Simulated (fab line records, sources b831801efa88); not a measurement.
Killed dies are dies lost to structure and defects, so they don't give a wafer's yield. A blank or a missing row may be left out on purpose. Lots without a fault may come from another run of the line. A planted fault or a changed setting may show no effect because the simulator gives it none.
Which tool did it? | flow sky130 | 11 lots, 33 wafers sampled, at 4 steps of a route of 708

WHAT THE GAUGES READ, wafer by wafer
SKY_VIA4_OVL_MEAS_11.
lot  | measured     | on         | VIA4_OVL (nm)
L926 | day 43 09:18 | overlay-01 | -1.4 -1.6 -2.4
L929 | day 44 16:08 | overlay-02 | -0.2 0.3 0.4
L931 | day 44 16:48 | overlay-01 | 1.6 1.2 -0.2
L936 | day 46 11:32 | overlay-01 | -0.6 -1.0 -0.5
L940 | day 47 10:52 | overlay-01 | -2.1 -1.1 -0.4
L942 | day 47 15:06 | overlay-01 | 0.6 1.1 1.8
L943 | day 47 18:59 | overlay-01 | -2.0 -1.7 -1.4
L944 | day 48 02:53 | overlay-02 | 1.8 -0.9 0.0
L946 | day 48 09:49 | overlay-02 | 0.4 -0.6 0.9
L947 | day 48 16:21 | overlay-02 | 0.0 0.4 2.0
L948 | day 48 18:46 | overlay-02 | -0.2 -1.2 -1.4

WHICH TOOL RAN EACH LOT (tool, then ch and the chambers of the sampled wafers, then the start)
lot  | SKY_METAL4_ETCH_16                | SKY_METAL4_ETCH_17                 | SKY_VIA4_SOFTBAKE_07
L926 | rie_metal-03 ch 0,1, day 42 08:11 | rie_diel-02 ch 0,3, day 42 08:16   | litho_track-04 ch 0, day 42 21:41
L929 | rie_metal-04 ch 0,1, day 43 16:10 | rie_diel-02 ch 0,1, day 43 16:15   | litho_track-02 ch 0, day 44 04:35
L931 | rie_metal-02 ch 0,1, day 43 17:04 | rie_diel-02 ch 2,3, day 43 17:07   | litho_track-02 ch 0, day 44 06:08
L936 | rie_metal-02 ch 0,1, day 45 13:44 | rie_diel-04 ch 0,3, day 45 13:49   | litho_track-01 ch 0, day 46 00:38
L940 | rie_metal-03 ch 0,1, day 46 12:43 | rie_diel-01 ch 1,2, day 46 12:48   | litho_track-02 ch 0, day 47 00:17
L942 | rie_metal-04 ch 0,1, day 46 17:26 | rie_diel-01 ch 0,1,3, day 46 17:30 | litho_track-02 ch 0, day 47 05:05
L943 | rie_metal-03 ch 0,1, day 46 21:11 | rie_diel-02 ch 1,3, day 46 21:16   | litho_track-02 ch 0, day 47 09:11
L944 | rie_metal-03 ch 0,1, day 47 05:38 | rie_diel-01 ch 1,2, day 47 05:43   | litho_track-01 ch 0, day 47 17:05
L946 | rie_metal-02 ch 0,1, day 47 12:52 | rie_diel-01 ch 2,3, day 47 12:57   | litho_track-04 ch 0, day 47 23:52
L947 | rie_metal-03 ch 1, day 47 19:37   | rie_diel-02 ch 0,1, day 47 19:42   | litho_track-04 ch 0, day 48 07:02
L948 | rie_metal-04 ch 0,1, day 47 22:02 | rie_diel-01 ch 1,2,3, day 47 22:07 | litho_track-04 ch 0, day 48 09:22
- SKY_METAL4_ETCH_16: etches BARC in N2/H2, stops on SiO2, time 88.2 s, target depth 60 nm.
- SKY_METAL4_ETCH_17: etches SiO2 in C4F8/O2/Ar, stops on TiN, time 3.9 s, target depth 15 nm.
- SKY_VIA4_SOFTBAKE_07: time 60 s.

THE ANSWER, worked out from the rows above alone
Rule: what is usual is taken from the lots themselves. Put in order of their means at a reading, lots are off if they are a third of the lots or fewer, leave a main group of 4 or more, and stand apart from it by a gap of 3 or more times the standard deviation of the main group's means; of several such gaps the widest counts. A main group whose means are all the same, to the digits that the tables above print for the reading, isn't used. A lot without any number at a reading at which 4 lots or more have one is off too. The other lots that the step has rows for count as sound.
No lot is off at any reading shown: from this, nothing can be told.

WHAT THE SIMULATOR HAD PUT IN
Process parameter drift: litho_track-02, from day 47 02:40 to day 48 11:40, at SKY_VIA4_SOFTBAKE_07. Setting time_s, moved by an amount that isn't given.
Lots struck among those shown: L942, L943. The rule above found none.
